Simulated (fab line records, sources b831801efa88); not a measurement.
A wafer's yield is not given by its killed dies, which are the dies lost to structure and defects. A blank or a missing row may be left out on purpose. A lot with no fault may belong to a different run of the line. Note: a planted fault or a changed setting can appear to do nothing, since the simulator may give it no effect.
fab line records | flow gf180mcu
record: lots: 24 wafers: 72 lastDay: 34
route steps=602 shown V4@497 V5@558 TOP_METAL@567
lots untouched by any fault: they come from a run of this same line in which no faults occurred
startH: start of the lot's first displayed wafer, in hours after the record's first day | waitH: how many hours have passed since the lot's step before this one | " as in the row above | L1.1+2: several wafers, shown together as one row | - no value present, or no start provided | * or withheld: withheld | < > ~ a bound
route shown NAME@n: NAME is a module with steps in the file, n the number in the route of the first one | usual: mean and standard deviation over wafers with no fault | same: alike in all rows | chamber/n: place in a boat | sites: the reading at each site | _std_site: their standard deviation | _edge_site: outer sites' mean less inner sites' | radiusMm: for every site, how far away it sits from the centre of the wafer | mask NAME#n: copy n | behind: tool/chamber where the wafer was last shaped | hold: why the lot was held/for how many hours/how that ended | device: the n, p or np transistor that did not switch | end of line: at the end of the route, the tests of the same wafers | a step without rows: its recipe alone | killed: at the first sort, the dies lost to defects and structure; wafer yield is something else | map: a wafer's dies, marking killed ones x, the rest . and places with no die _
set.NAME: the run value of the setting; set.NAME@STEP: its run value at that earlier step | model.NAME: the simulator's own value behind a step, which no gauge read
steps of the route over a sample of lots; a table a step, a row a wafer
services: a tool's chamber out of use, with start hour (startH, from the record's first day; less than 0 if before it), hours out, and reason
== steps ==
step: GF_V4_SPUTTER_21
recipe: material: Ti targetThkNm: 15 chamberPressurePa: 5 powerW: 2500 substrateTempC: 200 timeS: 80.02
usual: cathodeDcPowerW: 2500.1/0.47 throttleValvePct: 29.8/0.95
columns lot.wafer tool chamber startH waitH cathodeDcPowerW throttleValvePct
L074.1 pvdSputter-02 - 565.84 0.0 2500.0 29.9
L074.2 " - " " 2500.2 30.8
L074.5 " - " " 2500.3 29.2
L075.1 pvdSputter-04 - 571.66 0.0 2500.6 29.8
L075.4 " - " " 2499.5 30.7
L075.6 " - " " 2500.1 30.1
L076.1 pvdSputter-02 - 583.46 0.0 2500.2 29.9
L076.3 " - " " 2500.4 30.6
L076.6 " - " " 2499.8 29.9
L077.1 pvdSputter-03 - 591.09 0.0 2499.9 31.7
L077.3 " - " " 2499.5 30.2
L077.5 " - " " 2500.4 30.1
L078.2 pvdSputter-04 - 598.51 0.0 2500.3 30.8
L078.3 " - " " 2499.7 29.8
L078.5 " - " " 2499.6 30.7
L079.1 pvdSputter-03 - 605.55 0.0 2499.1 28.0
L079.3 " - " " 2501.0 29.9
L079.6 " - " " 2500.3 31.5
L080.1 pvdSputter-02 - 621.01 0.0 2500.0 29.0
L080.2 " - " " 2500.3 29.9
L080.3 " - " " 2499.2 29.0
L081.2 pvdSputter-04 - 631.84 0.0 2499.8 29.5
L081.3 " - " " 2501.1 30.7
L081.4 " - " " 2499.4 30.4
L082.2 pvdSputter-04 - 634.04 0.0 2499.3 30.5
L082.5 " - " " 2499.3 30.5
L082.6 " - " " 2500.5 30.3
L083.1 pvdSputter-03 - 639.86 0.0 2500.1 29.8
L083.3 " - " " 2499.1 30.1
L083.4 " - " " 2501.1 31.7
L084.1 pvdSputter-04 - 650.32 0.0 2499.6 30.4
L084.2 " - " " 2499.9 29.5
L084.3 " - " " 2499.6 30.7
L085.2 pvdSputter-03 - 651.14 0.0 2500.2 27.7
L085.5 " - " " 2500.4 30.4
L085.6 " - " " 2500.3 31.6
L086.2 pvdSputter-04 - 658.16 0.0 2500.1 30.4
L086.3 " - " " 2500.6 30.0
L086.6 " - " " 2500.4 29.3
L087.1 pvdSputter-02 - 669.13 0.0 2499.9 29.1
L087.2 " - " " 2499.9 30.7
L087.3 " - " " 2499.3 30.0
L088.1 pvdSputter-03 - 678.75 0.0 2500.7 30.3
L088.4 " - " " 2500.2 31.4
L088.6 " - " " 2500.6 27.6
L089.4 pvdSputter-02 - 682.79 0.0 2499.8 29.9
L089.5 " - " " 2499.5 28.8
L089.6 " - " " 2500.0 28.9
L090.2 pvdSputter-02 - 686.22 0.0 2500.5 30.8
L090.3 " - " " 2500.6 29.0
L090.4 " - " " 2499.8 29.8
L091.1 pvdSputter-02 - 696.11 0.0 2500.0 29.0
L091.3 " - " " 2500.0 29.0
L091.4 " - " " 2500.2 30.9
L092.2 pvdSputter-02 - 698.39 0.0 2500.5 29.1
L092.5 " - " " 2500.4 30.3
L092.6 " - " " 2500.2 29.7
L093.1 pvdSputter-04 - 706.91 0.0 2500.2 30.6
L093.5 " - " " 2500.5 29.9
L093.6 " - " " 2500.5 30.7
L094.2 pvdSputter-04 - 718.46 0.0 2500.4 30.3
L094.3 " - " " 2500.0 30.8
L094.5 " - " " 2499.7 30.5
L095.1 pvdSputter-03 - 720.61 0.0 2500.4 30.0
L095.2 " - " " 2499.4 27.9
L095.6 " - " " 2499.4 28.0
L096.3 pvdSputter-03 - 727.14 0.0 2499.9 29.9
L096.4 " - " " 2499.9 31.5
L096.5 " - " " 2500.9 27.8
L097.2 pvdSputter-03 - 732.36 0.0 2500.4 27.9
L097.4 " - " " 2500.7 30.0
L097.6 " - " " 2500.2 31.6
step: GF_V5_STRIP_18
recipe: chemistry: O2/N2 powerW: 1400 pressureMtorr: 1500 platenTempC: 250 o2FlowSccm: 3000 n2FlowSccm: 300 overashFraction: 0.5
usual: drypumpMotorCurrentA: 5.6/0.46 heaterPowerW: 344/29 oesProductAu: 0.568/0.0051
columns lot.wafer tool chamber startH waitH drypumpMotorCurrentA heaterPowerW oesProductAu rfHoursCounterH
L074.1 plasmaAsher-02 0 632.52 - 5.4 333 0.567 51
L074.2 " 1 " " 5.3 356 0.576 51
L074.5 " 1 " " 5.4 344 0.581 -
L075.1 plasmaAsher-02 1 637.47 - 5.4 340 0.570 51
L075.4 " 1 " " 5.4 337 0.564 -
L075.6 " 0 " " 5.4 327 0.572 -
L076.1 plasmaAsher-01 1 649.07 - 5.2 355 0.572 23
L076.3 " 1 " " 5.2 362 0.573 -
L076.6 " 0 " " 6.6 368 0.565 -
L077.1 plasmaAsher-03 0 655.42 - 5.6 376 0.567 98
L077.3 " 0 " " 5.6 375 0.574 -
L077.5 " 0 " " 5.5 364 0.565 -
L078.2 plasmaAsher-01 0 663.82 - 6.6 377 0.564 24
L078.3 " 1 " " 5.2 355 0.559 -
L078.5 " 0 " " 6.6 371 0.566 -
L079.1 plasmaAsher-01 1 668.32 - 5.2 361 0.560 25
L079.3 " 1 " " 5.2 363 0.571 -
L079.6 " 1 " " 5.2 358 0.563 -
L080.1 plasmaAsher-01 1 683.58 - 5.2 357 0.570 27
L080.2 " 0 " " 6.6 376 0.572 27
L080.3 " 1 " " 5.2 356 0.564 -
L081.2 plasmaAsher-03 0 693.32 - 5.6 363 0.564 101
L081.3 " 0 " " 5.6 380 0.563 -
L081.4 " 1 " " 5.5 293 0.564 -
L082.2 plasmaAsher-03 0 695.28 - 5.6 372 0.564 101
L082.5 " 0 " " 5.6 374 0.574 -
L082.6 " 1 " " 5.5 283 0.563 -
L083.1 plasmaAsher-02 1 701.22 - 5.3 345 0.570 59
L083.3 " 0 " " 5.3 328 0.571 -
L083.4 " 1 " " 5.3 349 0.569 -
L084.1 plasmaAsher-02 1 711.17 - 5.3 342 0.564 60
L084.2 " 0 " " 5.4 336 0.570 60
L084.3 " 0 " " 5.4 329 0.568 -
L085.2 plasmaAsher-02 0 711.98 - 5.4 326 0.562 60
L085.5 " 1 " " 5.3 344 0.572 -
L085.6 " 0 " " 5.4 313 0.563 -
L086.2 plasmaAsher-01 0 716.58 - 6.6 378 0.578 31
L086.3 " 0 " " 6.6 373 0.561 -
L086.6 " 1 " " 5.2 358 0.565 -
L087.1 plasmaAsher-03 0 728.12 - 5.6 381 0.560 104
L087.2 " 1 " " 5.5 291 0.573 104
L087.3 " 0 " " 5.6 373 0.564 -
L088.1 plasmaAsher-03 1 736.32 - 5.6 286 0.567 105
L088.4 " 0 " " 5.6 368 0.562 -
L088.6 " 1 " " 5.5 288 0.570 -
L089.4 plasmaAsher-03 0 740.01 - 5.5 361 0.566 -
L089.5 " 1 " " 5.5 289 0.573 -
L089.6 " 0 " " 5.5 364 0.576 -
L090.2 plasmaAsher-03 0 743.02 - 5.6 369 0.571 106
L090.3 " 1 " " 5.6 296 0.571 -
L090.4 " 0 " " 5.6 378 0.571 -
L091.1 plasmaAsher-02 1 753.12 - 5.3 337 0.562 64
L091.3 " 1 " " 5.3 354 0.567 -
L091.4 " 0 " " 5.4 336 0.573 -
L092.2 plasmaAsher-02 1 753.88 - 5.3 340 0.573 64
L092.5 " 0 " " 5.4 330 0.567 -
L092.6 " 1 " " 5.3 337 0.577 -
L093.1 plasmaAsher-01 1 762.27 - 5.2 364 0.567 36
L093.5 " 0 " " 6.6 367 0.575 -
L093.6 " 1 " " 5.2 361 0.573 -
L094.2 plasmaAsher-03 1 772.57 - 5.5 289 0.575 110
L094.3 " 0 " " 5.5 375 0.562 -
L094.5 " 1 " " 5.5 292 0.562 -
L095.1 plasmaAsher-02 0 773.67 - 5.4 321 0.562 66
L095.2 " 1 " " 5.3 340 0.573 66
L095.6 " 0 " " 5.4 330 0.569 -
L096.3 plasmaAsher-01 1 781.51 - 5.2 359 0.575 -
L096.4 " 0 " " 6.6 371 0.571 -
L096.5 " 0 " " 6.6 369 0.560 -
L097.2 plasmaAsher-01 0 784.87 - 6.6 382 0.583 37
L097.4 " 1 " " 5.2 363 0.569 -
L097.6 " 0 " " 6.6 366 0.570 -
step: GF_TOP_METAL_SPUTTER_00
recipe: material: Ti targetThkNm: 37.5 arrivingIonEnergyEv: 80 substrateTempC: 200 chamberPressurePa: 2 powerW: 4000 timeS: 150
usual: cathodeDcPowerW: 3999.9/0.69 throttleValvePct: 29.9/1
columns lot.wafer tool chamber startH waitH cathodeDcPowerW throttleValvePct
L074.1 pvdSputter-03 - 633.75 0.2 4001.2 30.0
L074.2 " - " " 3999.7 27.8
L074.5 " - " " 4001.1 29.9
L075.1 pvdSputter-02 - 638.73 0.1 3999.9 28.8
L075.4 " - " " 3999.6 29.9
L075.6 " - " " 4000.8 30.5
L076.1 pvdSputter-02 - 650.30 0.2 3999.8 29.1
L076.3 " - " " 3998.7 30.0
L076.6 " - " " 3999.9 29.8
L077.1 pvdSputter-01 - 656.65 0.2 4000.1 31.6
L077.3 " - " " 3999.3 29.2
L077.5 " - " " 4000.0 29.1
L078.2 pvdSputter-03 - 665.04 0.1 4000.2 30.0
L078.3 " - " " 3999.4 28.1
L078.5 " - " " 4000.0 32.0
L079.1 pvdSputter-01 - 669.56 0.1 4000.7 31.7
L079.3 " - " " 4001.2 30.3
L079.6 " - " " 4000.2 30.3
L080.1 pvdSputter-01 - 684.85 0.1 3999.4 31.6
L080.2 " - " " 3999.0 30.4
L080.3 " - " " 3999.1 29.1
L081.2 pvdSputter-02 - 694.58 0.1 4000.7 29.1
L081.3 " - " " 4000.0 29.7
L081.4 " - " " 4000.2 30.8
L082.2 pvdSputter-01 - 696.54 0.1 4000.0 31.1
L082.5 " - " " 3999.5 30.5
L082.6 " - " " 3999.6 29.0
L083.1 pvdSputter-01 - 702.49 0.2 3998.7 29.1
L083.3 " - " " 3999.7 31.7
L083.4 " - " " 3998.9 29.2
L084.1 pvdSputter-03 - 712.43 0.1 4000.5 28.0
L084.2 " - " " 4000.5 29.8
L084.3 " - " " 3999.0 30.0
L085.2 pvdSputter-02 - 713.20 0.1 3999.1 28.7
L085.5 " - " " 4000.2 30.5
L085.6 " - " " 4000.3 29.9
L086.2 pvdSputter-01 - 717.80 0.1 3999.2 29.2
L086.3 " - " " 4000.3 31.6
L086.6 " - " " 4000.3 31.5
L087.1 pvdSputter-03 - 729.34 0.1 4000.4 29.9
L087.2 " - " " 3999.7 28.1
L087.3 " - " " 3999.4 31.6
L088.1 pvdSputter-02 - 737.69 0.1 3999.5 29.0
L088.4 " - " " 4000.9 30.5
L088.6 " - " " 3999.5 29.8
L089.4 pvdSputter-03 - 741.20 0.1 4000.1 31.6
L089.5 " - " " 4000.5 27.8
L089.6 " - " " 3999.5 29.8
L090.2 pvdSputter-02 - 744.27 0.2 4000.7 28.7
L090.3 " - " " 3999.8 30.9
L090.4 " - " " 3999.1 28.9
L091.1 pvdSputter-01 - 754.34 0.1 3999.5 29.0
L091.3 " - " " 3998.8 31.3
L091.4 " - " " 4000.0 31.4
L092.2 pvdSputter-02 - 755.10 0.2 3999.7 30.5
L092.5 " - " " 3999.3 28.9
L092.6 " - " " 4000.8 29.1
L093.1 pvdSputter-02 - 763.49 0.1 3999.9 29.8
L093.5 " - " " 4000.1 29.0
L093.6 " - " " 4000.0 29.9
L094.2 pvdSputter-01 - 773.80 0.1 3999.8 29.3
L094.3 " - " " 3999.5 31.4
L094.5 " - " " 3999.4 30.7
L095.1 pvdSputter-03 - 774.91 0.1 3998.6 29.8
L095.2 " - " " 3999.7 31.6
L095.6 " - " " 3999.5 31.6
L096.3 pvdSputter-03 - 782.71 0.1 4000.2 30.0
L096.4 " - " " 4000.2 29.8
L096.5 " - " " 3999.1 30.0
L097.2 pvdSputter-03 - 786.10 0.1 3999.4 30.2
L097.4 " - " " 3999.9 31.3
L097.6 " - " " 4000.2 31.5
step: GF_TOP_METAL_SPUTTER_03
recipe: material: Ti targetThkNm: 5 substrateTempC: 300 chamberPressurePa: 0.3 powerW: 2914 timeS: 3.3
usual: cathodeDcPowerW: 2914.0/0.57 throttleValvePct: 29.9/1
columns lot.wafer tool chamber startH waitH cathodeDcPowerW throttleValvePct
L074.1 pvdSputter-03 - 633.93 0.0 2913.9 30.1
L074.2 " - " " 2913.6 27.7
L074.5 " - " " 2914.0 29.7
L075.1 pvdSputter-02 - 638.90 0.0 2914.4 29.0
L075.4 " - " " 2913.8 29.7
L075.6 " - " " 2914.4 30.8
L076.1 pvdSputter-02 - 650.47 0.0 2914.0 29.1
L076.3 " - " " 2913.8 29.7
L076.6 " - " " 2914.7 30.0
L077.1 pvdSputter-01 - 656.82 0.0 2913.4 31.3
L077.3 " - " " 2914.2 29.1
L077.5 " - " " 2913.9 29.1
L078.2 pvdSputter-03 - 665.22 0.0 2913.8 30.3
L078.3 " - " " 2913.2 28.1
L078.5 " - " " 2914.4 31.5
L079.1 pvdSputter-01 - 669.73 0.0 2914.9 31.4
L079.3 " - " " 2914.4 30.5
L079.6 " - " " 2913.1 30.5
L080.1 pvdSputter-01 - 685.03 0.0 2913.8 31.5
L080.2 " - " " 2913.2 30.5
L080.3 " - " " 2912.3 29.1
L081.2 pvdSputter-02 - 694.75 0.0 2915.3 29.0
L081.3 " - " " 2913.8 30.0
L081.4 " - " " 2913.1 30.8
L082.2 pvdSputter-01 - 696.72 0.0 2913.9 31.6
L082.5 " - " " 2914.0 30.5
L082.6 " - " " 2914.5 29.2
L083.1 pvdSputter-01 - 702.67 0.0 2914.7 29.2
L083.3 " - " " 2914.0 31.6
L083.4 " - " " 2913.4 29.4
L084.1 pvdSputter-03 - 712.60 0.0 2914.1 27.9
L084.2 " - " " 2913.9 29.8
L084.3 " - " " 2912.8 30.0
L085.2 pvdSputter-02 - 713.38 0.0 2914.0 29.1
L085.5 " - " " 2913.6 30.5
L085.6 " - " " 2913.9 29.9
L086.2 pvdSputter-01 - 717.98 0.0 2914.6 29.1
L086.3 " - " " 2914.7 31.4
L086.6 " - " " 2913.0 31.7
L087.1 pvdSputter-03 - 729.52 0.0 2913.9 29.8
L087.2 " - " " 2914.9 28.0
L087.3 " - " " 2915.1 31.7
L088.1 pvdSputter-02 - 737.87 0.0 2914.0 29.1
L088.4 " - " " 2913.6 30.4
L088.6 " - " " 2914.8 29.7
L089.4 pvdSputter-03 - 741.38 0.0 2913.5 31.6
L089.5 " - " " 2914.5 27.9
L089.6 " - " " 2914.9 30.1
L090.2 pvdSputter-02 - 744.44 0.0 2914.3 29.2
L090.3 " - " " 2913.9 30.8
L090.4 " - " " 2913.9 28.9
L091.1 pvdSputter-01 - 754.52 0.0 2914.5 29.0
L091.3 " - " " 2913.9 31.5
L091.4 " - " " 2913.3 31.5
L092.2 pvdSputter-02 - 755.28 0.0 2914.3 30.7
L092.5 " - " " 2914.0 29.1
L092.6 " - " " 2913.5 28.9
L093.1 pvdSputter-02 - 763.67 0.0 2914.1 29.9
L093.5 " - " " 2914.1 29.3
L093.6 " - " " 2915.0 29.9
L094.2 pvdSputter-01 - 773.97 0.0 2914.4 29.0
L094.3 " - " " 2913.6 31.6
L094.5 " - " " 2914.4 30.5
L095.1 pvdSputter-03 - 775.08 0.0 2913.9 30.0
L095.2 " - " " 2913.9 31.4
L095.6 " - " " 2914.4 31.7
L096.3 pvdSputter-03 - 782.89 0.0 2915.0 29.9
L096.4 " - " " 2913.3 29.8
L096.5 " - " " 2914.1 29.9
L097.2 pvdSputter-03 - 786.27 0.0 2913.9 30.1
L097.4 " - " " 2914.2 31.7
L097.6 " - " " 2914.0 31.6
step: GF_TOP_METAL_RS_MEAS_05
recipe: thkMeasGauge: four-point-probe reads: TiN_of_TOP_METAL_SPUTTER_04+Ti_of_TOP_METAL_SPUTTER_03+AlCu_of_TOP_METAL_SPUTTER_02+TiN_of_TOP_METAL_SPUTTER_01+Ti_of_TOP_METAL_SPUTTER_00
usual: TOP_METAL_ALCU_RS: 0.0328/0.00043
columns lot.wafer tool chamber startH waitH TOP_METAL_ALCU_RS[ohm/sq]
L074.1 filmMetro-03 - 633.97 0.0 0.0326
L074.2 " - " " 0.0328
L074.5 " - " " 0.0322
L075.1 filmMetro-02 - 638.95 0.0 0.0328
L075.4 " - " " 0.0331
L075.6 " - " " 0.0336
L076.1 filmMetro-01 - 650.52 0.0 0.0331
L076.3 " - " " 0.0331
L076.6 " - " " 0.0332
L077.1 filmMetro-02 - 656.87 0.0 0.0328
L077.3 " - " " 0.0329
L077.5 " - " " 0.0327
L078.2 filmMetro-02 - 665.29 0.0 0.0332
L078.3 " - " " 0.0332
L078.5 " - " " 0.0330
L079.1 filmMetro-02 - 669.78 0.0 0.0328
L079.3 " - " " 0.0332
L079.6 " - " " 0.0332
L080.1 filmMetro-01 - 685.07 0.0 0.0327
L080.2 " - " " 0.0330
L080.3 " - " " 0.0320
L081.2 filmMetro-03 - 694.82 0.0 0.0329
L081.3 " - " " 0.0327
L081.4 " - " " 0.0335
L082.2 filmMetro-01 - 696.78 0.0 0.0328
L082.5 " - " " 0.0333
L082.6 " - " " 0.0324
L083.1 filmMetro-02 - 702.71 0.0 0.0326
L083.3 " - " " 0.0332
L083.4 " - " " 0.0331
L084.1 filmMetro-01 - 712.65 0.0 0.0328
L084.2 " - " " 0.0319
L084.3 " - " " 0.0331
L085.2 filmMetro-01 - 713.45 0.0 0.0332
L085.5 " - " " 0.0338
L085.6 " - " " 0.0326
L086.2 filmMetro-01 - 718.05 0.0 0.0328
L086.3 " - " " 0.0327
L086.6 " - " " 0.0329
L087.1 filmMetro-02 - 729.56 0.0 0.0322
L087.2 " - " " 0.0332
L087.3 " - " " 0.0328
L088.1 filmMetro-02 - 737.92 0.0 0.0328
L088.4 " - " " 0.0332
L088.6 " - " " 0.0326
L089.4 filmMetro-01 - 741.48 0.1 0.0326
L089.5 " - " " 0.0328
L089.6 " - " " 0.0325
L090.2 filmMetro-03 - 744.51 0.0 0.0329
L090.3 " - " " 0.0335
L090.4 " - " " 0.0330
L091.1 filmMetro-03 - 754.56 0.0 0.0319
L091.3 " - " " 0.0322
L091.4 " - " " 0.0321
L092.2 filmMetro-02 - 755.34 0.0 0.0336
L092.5 " - " " 0.0333
L092.6 " - " " 0.0333
L093.1 filmMetro-03 - 763.71 0.0 0.0322
L093.5 " - " " 0.0329
L093.6 " - " " 0.0323
L094.2 filmMetro-02 - 774.04 0.0 0.0323
L094.3 " - " " 0.0328
L094.5 " - " " 0.0330
L095.1 filmMetro-03 - 775.13 0.0 0.0326
L095.2 " - " " 0.0324
L095.6 " - " " 0.0326
L096.3 filmMetro-01 - 782.97 0.1 0.0326
L096.4 " - " " 0.0319
L096.5 " - " " 0.0325
L097.2 filmMetro-03 - 786.34 0.0 0.0328
L097.4 " - " " 0.0324
L097.6 " - " " 0.0325
step: GF_TOP_METAL_STRIP_17
recipe: chemistry: O2/N2 powerW: 1400 pressureMtorr: 1500 platenTempC: 250 o2FlowSccm: 3000 n2FlowSccm: 300 overashFraction: 0.5
usual: drypumpMotorCurrentA: 5.8/0.67 heaterPowerW: 342/28 oesProductAu: 0.710/0.0049 stripTimeToEndpointS: 12.90/0.14
columns lot.wafer tool chamber startH waitH drypumpMotorCurrentA heaterPowerW oesProductAu rfHoursCounterH stripTimeToEndpointS
L074.1 plasmaAsher-03 1 654.14 0.1 5.6 294 0.709 98 12.81
L074.2 " 0 " " 5.6 359 0.714 98 12.97
L074.5 " 1 " " 5.6 290 0.721 - 12.95
L075.1 plasmaAsher-01 0 659.41 0.1 6.6 365 0.711 24 12.73
L075.4 " 0 " " 6.6 363 0.703 - 12.71
L075.6 " 0 " " 6.6 368 0.708 - 12.69
L076.1 plasmaAsher-04 0 670.42 0.1 4.9 350 0.710 108 13.29
L076.3 " 1 " " 6.6 319 0.709 - 13.16
L076.6 " 1 " " 6.6 314 0.717 - 13.18
L077.1 plasmaAsher-01 0 676.07 0.1 6.6 372 0.710 26 12.72
L077.3 " 0 " " 6.6 370 0.705 - 12.85
L077.5 " 1 " " 5.2 355 0.709 - 12.73
L078.2 plasmaAsher-01 1 684.69 0.1 5.2 360 0.707 27 12.78
L078.3 " 1 " " 5.2 348 0.714 - 12.87
L078.5 " 0 " " 6.6 369 0.701 - 12.83
L079.1 plasmaAsher-04 1 688.64 0.1 6.6 304 0.697 108 13.22
L079.3 " 0 " " 4.9 346 0.708 - 13.24
L079.6 " 0 " " 4.9 350 0.703 - 13.10
L080.1 plasmaAsher-03 0 703.76 0.1 5.6 370 0.711 102 13.00
L080.2 " 1 " " 5.5 295 0.709 102 12.81
L080.3 " 0 " " 5.5 370 0.710 - 12.98
L081.2 plasmaAsher-03 1 713.46 0.3 5.6 281 0.709 103 13.07
L081.3 " 1 " " 5.6 295 0.720 - 13.10
L081.4 " 0 " " 5.6 364 0.714 - 13.08
L082.2 plasmaAsher-03 0 715.31 0.1 5.5 374 0.712 103 12.79
L082.5 " 0 " " 5.5 370 0.709 - 12.87
L082.6 " 1 " " 5.5 290 0.705 - 12.83
L083.1 plasmaAsher-04 0 720.73 0.1 4.9 352 0.713 112 12.80
L083.3 " 1 " " 6.6 318 0.710 - 13.06
L083.4 " 0 " " 4.9 346 0.711 - 12.80
L084.1 plasmaAsher-01 0 730.32 0.1 6.6 365 0.706 32 12.93
L084.2 " 1 " " 5.2 361 0.719 32 13.13
L084.3 " 1 " " 5.2 353 0.710 - 13.18
L085.2 plasmaAsher-01 1 731.51 0.1 5.2 355 0.710 33 12.94
L085.5 " 0 " " 6.6 376 0.715 - 12.72
L085.6 " 1 " " 5.2 362 0.710 - 12.91
L086.2 plasmaAsher-01 1 736.22 0.1 5.2 361 0.716 33 12.81
L086.3 " 0 " " 6.6 368 0.717 - 12.83
L086.6 " 1 " " 5.2 365 0.700 - 12.86
L087.1 plasmaAsher-01 1 747.07 0.1 5.2 362 0.710 35 13.02
L087.2 " 0 " " 6.6 364 0.700 35 12.82
L087.3 " 0 " " 6.6 370 0.707 - 12.84
L088.1 plasmaAsher-04 1 755.63 0.1 6.6 314 0.706 1 13.20
L088.4 " 0 " " 5.0 344 0.714 - 12.90
L088.6 " 1 " " 6.6 313 0.711 - 13.18
L089.4 plasmaAsher-04 0 758.79 0.1 4.9 344 0.717 - 12.74
L089.5 " 1 " " 6.6 314 0.713 - 12.70
L089.6 " 0 " " 4.9 346 0.714 - 12.87
L090.2 plasmaAsher-03 0 761.21 0.1 5.6 370 0.720 108 12.83
L090.3 " 0 " " 5.6 358 0.718 - 12.98
L090.4 " 1 " " 5.5 285 0.713 - 12.80
L091.1 plasmaAsher-04 1 771.07 0.1 6.6 309 0.713 3 12.80
L091.3 " 0 " " 4.9 341 0.704 - 12.92
L091.4 " 1 " " 6.6 314 0.705 - 12.82
L092.2 plasmaAsher-04 0 771.72 0.1 4.9 341 0.714 3 13.06
L092.5 " 0 " " 5.0 342 0.709 - 13.05
L092.6 " 1 " " 6.5 309 0.710 - 12.89
L093.1 plasmaAsher-04 0 779.92 0.1 4.9 339 0.702 4 12.95
L093.5 " 1 " " 6.6 317 0.704 - 12.82
L093.6 " 0 " " 5.0 341 0.711 - 12.98
L094.2 plasmaAsher-04 0 789.93 0.1 4.9 347 0.708 5 12.83
L094.3 " 1 " " 6.6 319 0.711 - 12.83
L094.5 " 0 " " 5.0 341 0.710 - 12.79
L095.1 plasmaAsher-01 1 790.52 0.1 5.2 356 0.711 38 12.76
L095.2 " 0 " " 6.6 365 0.702 38 12.88
L095.6 " 1 " " 5.2 354 0.707 - 12.85
L096.3 plasmaAsher-01 0 798.46 0.1 6.6 362 0.708 - 12.85
L096.4 " 1 " " 5.2 350 0.704 - 12.80
L096.5 " 0 " " 6.6 373 0.713 - 12.85
L097.2 plasmaAsher-03 0 801.67 0.1 5.5 360 0.709 113 13.02
L097.4 " 1 " " 5.6 290 0.703 - 12.75
L097.6 " 0 " " 5.6 368 0.710 - 12.74
== services ==
columns tool chamber startH hours kind
pvdSputter-04 - 546.02 7.4 repair
plasmaAsher-01 - 587.68 0.8 repair
pvdSputter-03 2 593.20 - consumableReplace:kit
pvdSputter-03 2 593.20 18.0 scheduledDown
pvdSputter-03 2 593.20 18.0 ventCycle
pvdSputter-02 2 602.05 - consumableReplace:kit
pvdSputter-02 2 602.05 18.0 scheduledDown
pvdSputter-02 2 602.05 18.0 ventCycle
pvdSputter-01 - 641.80 2.0 repair
pvdSputter-03 - 643.64 2.2 repair
pvdSputter-03 - 650.22 0.6 repair
plasmaAsher-03 - 662.98 14.6 pm
plasmaAsher-04 - 672.71 14.6 pm
pvdSputter-03 - 698.43 1.0 repair
plasmaAsher-04 - 701.77 2.3 repair
pvdSputter-03 1 705.49 - consumableReplace:kit
plasmaAsher-04 - 733.75 9.0 pm
plasmaAsher-02 - 758.47 0.4 repair
plasmaAsher-01 - 764.45 13.4 repair
pvdSputter-04 - 767.40 4.1 repair
plasmaAsher-02 - 783.58 2.8 pm
pvdSputter-03 - 787.93 7.6 repair
pvdSputter-01 - 788.69 2.3 repair
pvdSputter-04 - 796.90 5.5 repair
== key ==
fault none
